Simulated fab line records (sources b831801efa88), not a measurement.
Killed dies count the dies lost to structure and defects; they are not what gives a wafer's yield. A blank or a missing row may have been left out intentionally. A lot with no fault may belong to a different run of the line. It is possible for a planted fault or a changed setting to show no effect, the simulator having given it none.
Struck lot and sound lot, side by side :: flow sky130 :: 16 out of 708 route steps
Sound: the wafers L220.2, L220.3, L220.6. Struck: wafer L214.5. (L214.1, L214.4 of the same lot were not struck and are left out.) The cause comes at the end.
At each step with rows: each side's tool, then ch and its chambers, then its first start. Under that, the readings that differ: sound wafers :: struck wafers :: difference of the means :: sigmas: that difference in standard deviations of wafers without a fault.
alike: readings whose means differ by less than 2 such deviations, and words and numbers that are the same on both sides. not compared: withheld readings, readings that some wafer has no value for, bounds like >300 that may hide the same value, and numbers for which the record gives no deviation and whose values overlap.
The two part at a step that has a row with sigmas, a row that says differs or no value, or rows on one side only. Non-overlapping numbers with no deviation appear without sigmas and do not part them. A reading missing from all wafers of one side parts the sides only when that side holds two or more wafers.

first, 3 steps without rows for these wafers: SKY_METAL1_EXPOSE_12 (exposes mask MM1, target cd 140 nm); SKY_METAL1_PEB_13; SKY_METAL1_DEVELOP_14 (develop time 60 s).
SKY_METAL1_CD_MEAS_15: the cd target is 140 nm.
  sound on cdSem-01 at day 38 02:46; struck on cdSem-02 at day 36 12:33
  alike: cdNm
SKY_METAL1_OVL_MEAS_16:
  sound on overlay-01 at day 38 02:52; struck on overlay-01 at day 36 12:40
reading: METAL1_OVL (nm)
sound: 1 0 2
struck: -10
difference: -11
sigmas: -2
SKY_METAL1_DESCUM_17: chemistry O2, time 8 s.
  sound on rieMetal-04 ch 0,1, day 38 02:54; struck on rieMetal-03 ch 0, day 36 12:42
  alike: chamberPressureMTorr, drypumpMotorCurrentA, oesProductAu
  not compared: rfHoursCounterH
SKY_METAL1_ETCH_18: etches BARC in N2/H2, stops on SiO2, time 45.9 s, target depth 60 nm.
  sound on rieMetal-04 ch 0,1, day 38 02:56; struck on rieMetal-03 ch 0, day 36 12:44
  alike: chamberPressureMTorr, drypumpMotorCurrentA, oesProductAu, throttleValvePct
  not compared: rfHoursCounterH
SKY_METAL1_METAL_ETCH_19: etches the open film in Cl2/BCl3, stops on SiO2, target depth 360 nm, time 78 s.
  sound on rieMetal-04 ch 0,1, day 38 03:00; struck on rieMetal-03 ch 0, day 36 12:48
reading: chamberPressureMTorr (mTorr)
sound: 9.995 9.968 9.999
struck: 10.007
difference: +0.020
sigmas: +2

reading: throttleValvePct (%)
sound: 22.257 22.269 22.263
struck: 22.283
difference: +0.020
sigmas: +2
  alike: drypumpMotorCurrentA, oesProductAu
  not compared: rfHoursCounterH
SKY_METAL1_STRIP_20: strips in O2/N2.
  sound on plasmaAsher-02 ch 0,1, day 38 03:05; struck on plasmaAsher-04 ch 0, day 36 12:53
reading: o2FlowSccm (sccm)
sound: 2988 2995 2987
struck: 3014
difference: +24
sigmas: +3
  alike: chamberPressureMTorr, drypumpMotorCurrentA, oesProductAu, stripTimeToEndpointS
  not compared: rfHoursCounterH
then, 3 steps without rows for these wafers: SKY_METAL1_STRIP_21 (strips in post etch residue remover, time 1200 s); SKY_METAL1_CLEAN_22 (cleans in IPA, time 180 s); SKY_METAL1_CLEAN_23 (cleans in O3/DIW).
SKY_VIA1_HDPCVD_00: deposits SiO2, target thk 1030 nm, time 171.7 s.
  sound on hdpcvd-01 ch 0,2, day 38 03:43; struck on hdpcvd-02 ch 2, day 36 13:31
reading: runLengthS (s)
sound: 199.6 200.5 198.8
struck: 178.9
difference: -20.7
sigmas: -41

reading: model.SiO2_of_VIA1_HDPCVD_00.thkNm (nm)
sound: 1031 1029 1036
struck: 918.1
difference: -113.9
sigmas: 
SKY_VIA1_THK_MEAS_01:
  sound on filmMetro-01 at day 38 03:50; struck on filmMetro-01 at day 36 13:52
reading: VIA1_HDPCVD_THK (nm)
sound: 1031 1029 1036
struck: 918
difference: -114
sigmas: -10
  not compared: hold
SKY_VIA1_CMP_02: polishes SiO2.
  sound on cmp-02 ch 0,1,2, day 38 03:56; struck on cmp-02 ch 0, day 36 15:47
reading: hold
sound: - - -
struck: awaitDispo/1.9h/release
difference: no value on the sound wafers
sigmas: 
  alike: motorCurrentA, slurryFlowMlMin
-- the record jumps here: 12 days lie between the struck wafers' starts before and after (it left off in module VIA1 and takes up again in module PAD_OPEN, whose first step shown is number 708 of the route) --
SKY_PAD_OPEN_PROBE_99:
  record: rows for the struck wafers here (prober-02, day 48 17:55), none for the sound ones

== WHERE THEY PART ==
First at SKY_METAL1_OVL_MEAS_16; last, within this record, at SKY_PAD_OPEN_PROBE_99.

WHY: whatever the simulator had introduced
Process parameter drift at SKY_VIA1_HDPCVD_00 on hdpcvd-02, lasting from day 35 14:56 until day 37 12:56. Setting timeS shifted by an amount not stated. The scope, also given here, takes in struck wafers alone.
